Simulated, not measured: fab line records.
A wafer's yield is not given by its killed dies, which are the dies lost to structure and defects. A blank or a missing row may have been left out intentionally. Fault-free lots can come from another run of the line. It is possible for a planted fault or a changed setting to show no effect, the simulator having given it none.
fab line records | flow sky130
record: lots: 15 wafers: 45 last-day: 50
route steps=708 shown SONOS_ONO@181 POLY_GATE@224
lots that met no fault: taken from a fault-free run of the same line
start-h: start of the lot's first displayed wafer, in hours after the record's first day | wait-h: hours elapsed since this lot's preceding step | " same as the row above | L1.1+2: several wafers, shown together as one row | - no value present, or no start provided | * or withheld: withheld | < > ~ a bound
route shown NAME@n: a module of which the file shows steps, and the number in the route of the first | usual: mean and standard deviation over wafers with no fault | same: alike in all rows | chamber/n: place in a boat | sites: readings site by site | _std_site: how widely they spread, as a standard deviation | _edge_site: the outer-site mean with the inner-site mean subtracted | radius-mm: for every site, how far away it sits from the centre of the wafer | mask NAME#n: copy n | behind: the last tool/chamber to shape the wafer | hold: why the lot went on hold/how many hours it stayed there/how the hold came to an end | device: the transistor (n, p or np) that didn't switch | end of line: the tests these same wafers got at the end of their route | a step without rows: its recipe alone | killed: dies that structure and defects cost at the first sort, which is not the same as the wafer's yield | map: shows each die of a wafer: x if killed, . if not, _ if none is there
set.NAME: setting as actually run; set.NAME@STEP: the setting as run at that earlier step | model.NAME: the simulator's own value behind a step, which no gauge read
the route's steps for a sample of lots (tables are steps, rows are wafers)
services: from which hour (start-h, from the record's first day; less than 0 if before it) a tool's chamber was out of use, for how many hours, and why
== steps ==
step: SKY_SONOS_ONO_CD_MEAS_13
recipe: target-cd-nm: 410
usual: cd-nm: 409.8/2.1
columns lot.wafer tool chamber start-h wait-h cd-nm
L299.1 cd-sem-02 - 273.14 0.1 405.8
L299.4 " - " " 404.4
L299.6 " - " " 405.0
L300.3 cd-sem-01 - 280.93 0.1 409.3
L300.4 " - " " 410.7
L300.5 " - " " 406.7
L301.4 cd-sem-01 - 282.35 0.1 411.5
L301.5 " - " " 409.8
L301.6 " - " " 409.5
L302.1 cd-sem-02 - 293.30 0.1 411.3
L302.2 " - " " 411.5
L302.4 " - " " 410.0
L303.4 cd-sem-02 - 303.06 0.1 412.6
L303.5 " - " " 411.7
L303.6 " - " " 413.7
L307.1 cd-sem-02 - 331.89 0.1 409.8
L307.4 " - " " 410.5
L307.6 " - " " 410.3
L308.2 cd-sem-02 - 348.56 0.1 408.9
L308.4 " - " " 409.9
L308.6 " - " " 410.0
L309.1 cd-sem-02 - 357.19 0.1 409.4
L309.2 " - " " 408.7
L309.3 " - " " 409.5
L315.1 cd-sem-02 - 421.44 0.1 408.5
L315.4 " - " " 409.2
L315.5 " - " " 408.1
L312.1 cd-sem-02 - 428.58 0.1 406.4
L312.2 " - " " 409.1
L312.3 " - " " 408.0
L316.1 cd-sem-02 - 431.65 0.1 409.2
L316.3 " - " " 413.4
L316.5 " - " " 413.3
L318.1 cd-sem-01 - 442.98 0.1 408.7
L318.3 " - " " 408.3
L318.6 " - " " 407.1
L319.2 cd-sem-01 - 445.15 0.1 413.6
L319.4 " - " " 413.3
L319.6 " - " " 412.4
L321.1 cd-sem-02 - 463.04 0.1 410.9
L321.5 " - " " 411.2
L321.6 " - " " 409.6
L322.4 cd-sem-01 - 470.90 0.1 407.5
L322.5 " - " " 406.8
L322.6 " - " " 409.6
step: SKY_POLY_GATE_EXPOSE_10
recipe: mask-id: P1M na: 0.68 source-shape: conventional sigma-outer: 0.6 target-cd-nm: 150 dose-mj: 28
usual: exposure-dose-mJ-cm2: 27.973/0.027 focus-offset-nm: -0.1/0.5 na: 0.68/0 sigma-outer: 0.6/0
columns lot.wafer tool chamber start-h wait-h mask exposure-dose-mJ-cm2 focus-offset-nm na sigma-outer
L299.1 krf-scanner-02 0 351.01 - P1M#0 27.944 -0.9 0.68 0.6
L299.4 " 0 " " P1M#0 27.969 -0.4 0.68 0.6
L299.6 " 0 " " P1M#0 27.965 -0.3 0.68 0.6
L300.3 krf-scanner-02 0 353.97 - P1M#0 28.002 0.0 0.68 0.6
L300.4 " 0 " " P1M#0 28.007 0.1 0.68 0.6
L300.5 " 0 " " P1M#0 27.967 0.0 0.68 0.6
L301.4 krf-scanner-01 0 354.53 - P1M#0 27.971 0.5 0.68 0.6
L301.5 " 0 " " P1M#0 28.000 0.4 0.68 0.6
L301.6 " 0 " " P1M#0 27.939 -0.1 0.68 0.6
L302.1 krf-scanner-01 0 368.65 - P1M#0 28.020 0.0 0.68 0.6
L302.2 " 0 " " P1M#0 27.968 0.0 0.68 0.6
L302.4 " 0 " " P1M#0 27.996 -0.1 0.68 0.6
L303.4 krf-scanner-02 0 379.63 - P1M#0 27.981 0.4 0.68 0.6
L303.5 " 0 " " P1M#0 27.981 0.6 0.68 0.6
L303.6 " 0 " " P1M#0 27.956 0.7 0.68 0.6
L307.1 krf-scanner-01 - 413.88 - P1M#0 - - - -
L307.4 " - " " P1M#0 - - - -
L307.6 " - " " P1M#0 - - - -
L308.2 krf-scanner-02 - 427.81 - P1M#0 - - - -
L308.4 " - " " P1M#0 - - - -
L308.6 " - " " P1M#0 - - - -
L309.1 krf-scanner-02 - 438.53 - P1M#0 - - - -
L309.2 " - " " P1M#0 - - - -
L309.3 " - " " P1M#0 - - - -
L315.1 krf-scanner-01 0 505.85 - P1M#0 27.966 0.1 0.68 0.6
L315.4 " 0 " " P1M#0 27.951 0.6 0.68 0.6
L315.5 " 0 " " P1M#0 27.917 0.2 0.68 0.6
L312.1 krf-scanner-02 0 513.11 - P1M#0 27.971 -0.9 0.68 0.6
L312.2 " 0 " " P1M#0 27.981 -0.3 0.68 0.6
L312.3 " 0 " " P1M#0 27.973 0.1 0.68 0.6
L316.1 krf-scanner-01 0 516.98 - P1M#0 27.989 -0.8 0.68 0.6
L316.3 " 0 " " P1M#0 28.014 -0.4 0.68 0.6
L316.5 " 0 " " P1M#0 27.981 -0.4 0.68 0.6
L318.1 krf-scanner-02 0 526.93 - P1M#0 28.010 0.6 0.68 0.6
L318.3 " 0 " " P1M#0 27.984 0.5 0.68 0.6
L318.6 " 0 " " P1M#0 27.990 0.2 0.68 0.6
L319.2 krf-scanner-01 0 534.23 - P1M#0 27.943 0.2 0.68 0.6
L319.4 " 0 " " P1M#0 28.012 0.1 0.68 0.6
L319.6 " 0 " " P1M#0 27.981 0.4 0.68 0.6
L321.1 krf-scanner-01 0 549.98 - P1M#0 27.973 -0.6 0.68 0.6
L321.5 " 0 " " P1M#0 27.952 -0.7 0.68 0.6
L321.6 " 0 " " P1M#0 27.932 -1.2 0.68 0.6
L322.4 krf-scanner-01 0 556.81 - P1M#0 27.985 0.1 0.68 0.6
L322.5 " 0 " " P1M#0 27.953 -0.6 0.68 0.6
L322.6 " 0 " " P1M#0 27.953 -0.2 0.68 0.6
step: SKY_POLY_GATE_CD_MEAS_13
recipe: target-cd-nm: 150
usual: cd-nm: 149.6/1.3
columns lot.wafer tool chamber start-h wait-h cd-nm
L299.1 cd-sem-01 - 364.45 - 150.5
L299.4 " - " " 147.9
L299.6 " - " " 149.8
L300.3 cd-sem-01 - 367.17 - 150.9
L300.4 " - " " 150.5
L300.5 " - " " 150.8
L301.4 cd-sem-01 - 367.91 - 149.1
L301.5 " - " " 149.4
L301.6 " - " " 147.9
L302.1 cd-sem-01 - 382.48 - 149.6
L302.2 " - " " 151.3
L302.4 " - " " 150.0
L303.4 cd-sem-01 - 393.71 - 150.0
L303.5 " - " " 149.9
L303.6 " - " " 150.3
L307.1 cd-sem-02 - 429.23 - -
L307.4 " - " " -
L307.6 " - " " -
L308.2 cd-sem-01 - 443.52 - -
L308.4 " - " " -
L308.6 " - " " -
L309.1 cd-sem-01 - 453.45 - -
L309.2 " - " " -
L309.3 " - " " -
L315.1 cd-sem-01 - 520.58 - 148.9
L315.4 " - " " 149.8
L315.5 " - " " 149.3
L312.1 cd-sem-01 - 528.83 - 148.5
L312.2 " - " " 149.5
L312.3 " - " " 149.5
L316.1 cd-sem-01 - 531.80 - 151.7
L316.3 " - " " 151.2
L316.5 " - " " 150.9
L318.1 cd-sem-02 - 542.35 - 149.2
L318.3 " - " " 150.1
L318.6 " - " " 148.9
L319.2 cd-sem-02 - 548.97 - 149.9
L319.4 " - " " 148.6
L319.6 " - " " 149.6
L321.1 cd-sem-01 - 564.75 - 149.6
L321.5 " - " " 149.6
L321.6 " - " " 150.3
L322.4 cd-sem-01 - 571.64 - 149.9
L322.5 " - " " 149.2
L322.6 " - " " 148.4
step: SKY_POLY_GATE_CD_MEAS_22
usual: cd-nm: 149.4/1.9
columns lot.wafer tool chamber start-h wait-h cd-nm
L299.1 cd-sem-02 - 369.95 0.1 149.9
L299.4 " - " " 147.8
L299.6 " - " " 150.6
L300.3 cd-sem-01 - 370.01 0.1 149.2
L300.4 " - " " 153.2
L300.5 " - " " 148.9
L301.4 cd-sem-02 - 370.20 0.3 149.9
L301.5 " - " " 147.5
L301.6 " - " " 150.1
L302.1 cd-sem-01 - 384.87 0.1 151.0
L302.2 " - " " 150.5
L302.4 " - " " 147.8
L303.4 cd-sem-01 - 397.52 0.1 148.4
L303.5 " - " " 151.5
L303.6 " - " " 150.6
L307.1 cd-sem-01 - 432.85 0.1 -
L307.4 " - " " -
L307.6 " - " " -
L308.2 cd-sem-01 - 446.22 0.1 -
L308.4 " - " " -
L308.6 " - " " -
L309.1 cd-sem-02 - 455.89 0.1 -
L309.2 " - " " -
L309.3 " - " " -
L315.1 cd-sem-02 - 523.29 0.1 147.9
L315.4 " - " " 147.4
L315.5 " - " " 147.7
L312.1 cd-sem-01 - 530.69 0.1 149.8
L312.2 " - " " 150.3
L312.3 " - " " 150.2
L316.1 cd-sem-02 - 534.55 0.1 153.3
L316.3 " - " " 149.8
L316.5 " - " " 148.3
L318.1 cd-sem-02 - 544.21 0.1 148.1
L318.3 " - " " 148.1
L318.6 " - " " 147.2
L319.2 cd-sem-01 - 550.83 0.1 151.7
L319.4 " - " " 149.7
L319.6 " - " " 149.9
L321.1 cd-sem-01 - 566.60 0.1 149.8
L321.5 " - " " 150.1
L321.6 " - " " 148.4
L322.4 cd-sem-01 - 573.53 0.1 151.8
L322.5 " - " " 149.7
L322.6 " - " " 149.3
== services ==
columns tool chamber start-h hours kind
krf-scanner-01 - 333.52 0.9 repair
krf-scanner-02 - 358.01 1.0 pm
krf-scanner-01 - 382.97 1.3 pm
krf-scanner-01 - 390.12 1.0 pm
krf-scanner-02 - 411.29 5.2 repair
krf-scanner-01 - 427.33 0.8 pm
krf-scanner-01 - 445.72 0.3 repair
krf-scanner-02 - 450.60 1.3 pm
krf-scanner-02 0 464.36 - calibration
krf-scanner-01 0 483.79 - calibration
krf-scanner-02 - 485.78 0.8 pm
krf-scanner-01 - 486.53 4.4 pm
krf-scanner-02 - 527.05 1.0 pm
krf-scanner-01 - 545.87 3.6 pm
== key ==
first-sign: step: SKY_POLY_GATE_EXPOSE_10 reading: tool-record direction: missing
effect none on later readings
met-at SKY_POLY_GATE_EXPOSE_10
struck-lots L307,L308,L309
later-rows-left-out L307.1,L307.4,L307.6,L308.2,L308.4,L308.6,L309.1,L309.2,L309.3
sort-left-out L307.1,L307.4,L307.6,L308.2,L308.4,L308.6,L309.1,L309.2,L309.3
tester-left-out L307,L308,L309
not-acting-at SKY_SONOS_ONO_CD_MEAS_13,SKY_POLY_GATE_CD_MEAS_13,SKY_POLY_GATE_CD_MEAS_22
onset-between 379.63 413.88
fault: kind: skipped-step-whole tool: krf-scanner-01,krf-scanner-02 chamber: - onset-h: 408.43 steps: SKY_POLY_GATE_EXPOSE_10 scope: struck-lots-only
tester-left-out: of these lots the tester's yield and bins aren't shown, on N5 and GAA mostly nor the transistor test; their killed dies are dies lost to structure and defects alone, not to doping, threshold or leakage, so they don't give the yield
sort-left-out: the simulated sort isn't trusted on such a fault, so these wafers' sort isn't shown, and their yield isn't known
later-rows-left-out: the simulator's readings of these wafers behind a module that went badly wrong aren't trusted and aren't shown, but for the sort
